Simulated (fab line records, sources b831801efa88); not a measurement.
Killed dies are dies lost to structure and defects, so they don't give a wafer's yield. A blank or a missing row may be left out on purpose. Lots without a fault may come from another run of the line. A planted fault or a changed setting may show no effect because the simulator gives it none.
Tool commonality check | flow sky130 | 11 lots, 33 wafers sampled

WHY IT WAS OPENED
At SKY_VIA4_THK_MEAS_01 the reading VIA4_HDPCVD_THK is flagged on 2 of 11 lots. Wafers without a fault read 1748 nm, standard deviation 23.
Rule: a lot is flagged when every wafer of it that has a number lies more than 4 standard deviations from that mean, or none has a number. The other lots count as sound.

lot  | measured     | on            | VIA4_HDPCVD_THK (nm), wafer by wafer | flag
L592 | day 41 19:37 | film_metro-04 | 1764 1741 1783                       |
L593 | day 41 21:33 | film_metro-03 | 1745 1736 1762                       |
L594 | day 42 13:29 | film_metro-03 | 1759 1774 1746                       |
L601 | day 44 15:38 | film_metro-02 | 1955 1930 1950                       | FLAGGED
L602 | day 44 20:44 | film_metro-04 | 1956 1930 1954                       | FLAGGED
L605 | day 45 15:31 | film_metro-04 | 1784 1767 1775                       |
L606 | day 46 04:59 | film_metro-03 | 1753 1790 1771                       |
L613 | day 47 11:17 | film_metro-03 | 1756 1782 1767                       |
L612 | day 47 16:17 | film_metro-02 | 1716 1717 1752                       |
L615 | day 47 20:21 | film_metro-03 | 1777 1762 1774                       |
L614 | day 47 22:22 | film_metro-03 | 1764 1750 1749                       |
The numbers of the flagged lots are 1946 nm on average: +198 nm against the usual, or +9 standard deviations.

WHICH TOOL RAN EACH LOT
The record holds 2 process steps before the reading, out of a route of 708 steps. In each cell: the tool, then ch and the chambers that the sampled wafers went through, then the start.
lot  | flag    | SKY_METAL4_SPUTTER_00        | SKY_VIA4_HDPCVD_00
L592 |         | pvd_sputter-03, day 39 17:00 | hdpcvd-02 ch 0,1,2, day 41 19:26
L593 |         | pvd_sputter-03, day 39 19:08 | hdpcvd-02 ch 0,1,2, day 41 21:22
L594 |         | pvd_sputter-04, day 40 11:38 | hdpcvd-02 ch 0,1,2, day 42 13:18
L601 | FLAGGED | pvd_sputter-04, day 42 17:35 | hdpcvd-01 ch 0,1,2, day 44 15:26
L602 | FLAGGED | pvd_sputter-03, day 42 21:26 | hdpcvd-01 ch 0,1,2, day 44 20:37
L605 |         | pvd_sputter-01, day 43 17:28 | hdpcvd-02 ch 1,2, day 45 15:20
L606 |         | pvd_sputter-01, day 44 08:42 | hdpcvd-02 ch 0,1,2, day 46 04:49
L613 |         | pvd_sputter-03, day 45 16:10 | hdpcvd-02 ch 0,1,2, day 47 11:07
L612 |         | pvd_sputter-04, day 45 20:22 | hdpcvd-01 ch 0,1,2, day 47 16:06
L615 |         | pvd_sputter-03, day 46 01:56 | hdpcvd-02 ch 0,2, day 47 20:10
L614 |         | pvd_sputter-03, day 46 03:17 | hdpcvd-02 ch 0,1, day 47 22:11
What these steps do:
- SKY_METAL4_SPUTTER_00: material Ti, target thk 15 nm, time 10 s.
- SKY_VIA4_HDPCVD_00: deposits SiO2, target thk 1750 nm, time 291.7 s.
- SKY_VIA4_THK_MEAS_01

FLAGGED OVER TOTAL, TOOL BY TOOL (the gauges that took the reading come last)
step                  | tool           | lots run | flagged | share of the flagged lots | sound lots run after its first flagged lot
SKY_METAL4_SPUTTER_00 | pvd_sputter-01 | 2        | 0       | none                      | -
SKY_METAL4_SPUTTER_00 | pvd_sputter-03 | 6        | 1       | some                      | 3 (L613,L615,L614)
SKY_METAL4_SPUTTER_00 | pvd_sputter-04 | 3        | 1       | some                      | 1 (L612)
SKY_VIA4_HDPCVD_00    | hdpcvd-01      | 3        | 2       | all                       | 1 (L612)
SKY_VIA4_HDPCVD_00    | hdpcvd-02      | 8        | 0       | none                      | -
SKY_VIA4_THK_MEAS_01  | film_metro-02  | 2        | 1       | some                      | 1 (L612)
SKY_VIA4_THK_MEAS_01  | film_metro-03  | 6        | 0       | none                      | -
SKY_VIA4_THK_MEAS_01  | film_metro-04  | 3        | 1       | some                      | 1 (L605)

WHAT THE TABLE ALLOWS
1 row of the table ran every flagged lot: hdpcvd-01 at SKY_VIA4_HDPCVD_00.
- hdpcvd-01 at SKY_VIA4_HDPCVD_00: 2 of its 3 lots flagged. Sound lots ran on it after the first flagged one (L612), which a lasting fault on the whole tool wouldn't allow. Its own readings lie more than 4 standard deviations out on every wafer of the flagged lots: run_length_s.
No row of the table ran every flagged lot and no sound lot after the first.

WHAT THE SIMULATOR HAD PUT IN
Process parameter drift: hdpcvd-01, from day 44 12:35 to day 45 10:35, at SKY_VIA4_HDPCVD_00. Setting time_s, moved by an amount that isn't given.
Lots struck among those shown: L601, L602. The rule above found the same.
